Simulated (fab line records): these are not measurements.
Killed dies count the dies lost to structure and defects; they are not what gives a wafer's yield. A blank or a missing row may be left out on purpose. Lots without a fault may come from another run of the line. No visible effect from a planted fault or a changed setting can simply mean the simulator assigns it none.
Comparing a struck lot with a sound one | flow sky130 | 36 out of 708 route steps
Sound: wafers L395.2, L395.5, L395.6. Struck: wafers L386.1, L386.3, L386.5. Last of all comes the cause.
For every step that has rows: the tool of each side, followed by ch and its chambers, followed by its first start. Under that, the readings that differ: sound wafers | struck wafers | difference of the means | sigmas: that difference in standard deviations of wafers without a fault.
alike: a reading whose means differ by less than 2 such deviations, as well as words and numbers matching on both sides. not compared: withheld readings; readings where some wafer has no value; bounds like >300 that might hide an equal value; numbers whose values overlap and for which the record gives no deviation.
The two part at a step that has a row with sigmas, a row that says differs or no value, or rows on one side only. Numbers that have no deviation but don't overlap get no sigmas and don't part them. A reading missing from all wafers of one side parts the sides only when that side holds two or more wafers.

first, 10 steps without rows for these wafers: SKY_VIA2_STRIP_17 (strips in post etch residue remover, time 1200 s); SKY_VIA2_CLEAN_18 (cleans in IPA, time 180 s); SKY_VIA2_CLEAN_19 (cleans in O3/DIW); SKY_VIA2_SPUTTER_20 (material TiN, target thk 20 nm, time 80 s); SKY_VIA2_CVD_21 (deposits W, target thk 420 nm, time 126.4 s); SKY_VIA2_CMP_24 (polishes, stops on SiO2, t overpolish 20 s, target thk 0 nm); SKY_METAL3_SPUTTER_00 (material Ti, target thk 15 nm, time 10 s); SKY_METAL3_SPUTTER_01 (material TiN, target thk 20 nm, time 16.7 s); SKY_METAL3_SPUTTER_02 (material AlCu, target thk 735 nm, time 39.1 s); SKY_METAL3_SPUTTER_03 (material Ti, target thk 5 nm, time 3.3 s).
SKY_METAL3_SPUTTER_04: material TiN, target thk 70 nm, time 58.3 s.
  sound: pvd_sputter-02 at day 42 18:06; struck: pvd_sputter-02 at day 40 10:24
  no value came back on the struck wafers for cathode_dc_power_W (W), chamber_pressure_pa (Pa), throttle_valve_pct (%); on the sound wafers cathode_dc_power_W (W) reads 6501.9 6499.9 6501.6
then, 23 steps without rows for these wafers: SKY_CAPM_CVD_00 (deposits SiO2, target thk 15.5 nm); SKY_CAPM_SPUTTER_02 (material TiN, target thk 200 nm, time 166.7 s); SKY_CAPM_DEHYDRATE_05 (time 60 s); SKY_CAPM_HMDS_06 (prime time 60 s); SKY_CAPM_COAT_07 (resist thk 1140 nm); SKY_CAPM_SOFTBAKE_08 (time 60 s); SKY_CAPM_EXPOSE_09 (exposes mask CAPM, target cd 1000 nm); SKY_CAPM_PEB_10; SKY_CAPM_DEVELOP_11 (develop time 60 s); SKY_CAPM_METAL_ETCH_13 (etches TiN in Cl2/BCl3, stops on SiO2, target depth 220 nm, time 62.9 s); SKY_CAPM_STRIP_14 (strips in O2/N2); SKY_CAPM_STRIP_15 (strips in post etch residue remover, time 1200 s); SKY_CAPM_CLEAN_16 (cleans in IPA, time 180 s); SKY_CAPM_CLEAN_17 (cleans in O3/DIW); SKY_METAL3_DEHYDRATE_05 (time 60 s); SKY_METAL3_HMDS_06 (prime time 60 s); SKY_METAL3_COAT_07 (resist thk 60 nm); SKY_METAL3_COAT_08 (resist thk 1140 nm); SKY_METAL3_SOFTBAKE_09 (time 90 s); SKY_METAL3_EXPOSE_10 (exposes mask MM3, target cd 300 nm); SKY_METAL3_PEB_11; SKY_METAL3_DEVELOP_12 (develop time 60 s); SKY_METAL3_DESCUM_15 (chemistry O2, time 8 s).
SKY_METAL3_METAL_ETCH_18: etches the open film in Cl2/BCl3, stops on SiO2, target depth 845 nm, time 183.1 s.
  sound on rie_metal-03 ch 0,1, day 44 16:02; struck on rie_metal-01 ch 0,1, day 42 10:20
  reading               | sound             | struck            | difference | sigmas
  oes_product_au (a.u.) | 0.854 0.857 0.865 | 0.819 0.816 0.828 | -0.038     | -6
  alike: bcl3_flow_sccm, drypump_motor_current_A, mfc_cl2_sccm, throttle_valve_pct
  not compared: rf_hours_counter_h
-- the record jumps here: 7 days lie between the struck wafers' starts before and after (it left off in module METAL3 and takes up again in module PAD_OPEN, whose first step shown is number 708 of the route) --
SKY_PAD_OPEN_PROBE_99:
  sound: prober-01 at day 50 16:43; struck: prober-02 at day 48 23:35
  reading                              | sound                | struck               | difference | sigmas
  model.etest.via3_chain.rc_ohm        | 9.153 9.536 9.235    | 15.76 15.47 15.36    | +6.22      |
  model.etest.cap_mim.bv_v (V)         | 13.4 14.1 14.2       | 9.043 9.406 9.653    | -4.533     |
  model.etest.cap_mim.leak_log10_a_cm2 | -8.957 -9.154 -8.954 | -7.528 -7.426 -7.437 | +1.558     |
  alike: defect_limited_yield, killed_at_M0_to_M3, killed_at_M4_up, killed_at_contacts, killed_at_front_end, killed_at_other, killed_dies, killed_open, killed_short, sort_bin_3_pad_short, sort_bin_5_function, sort_bin_6_memory, sort_n_pass, sort_yield_pct

WHERE THEY PART
At SKY_METAL3_SPUTTER_04 first; at SKY_METAL3_METAL_ETCH_18 last (within this record only). Later steps at which nothing parts them and some readings are alike: SKY_PAD_OPEN_PROBE_99.

WHY: what the simulator had put in
Step skipped in full: pvd_sputter-02, at SKY_METAL3_SPUTTER_04, from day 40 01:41 onward. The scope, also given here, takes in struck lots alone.
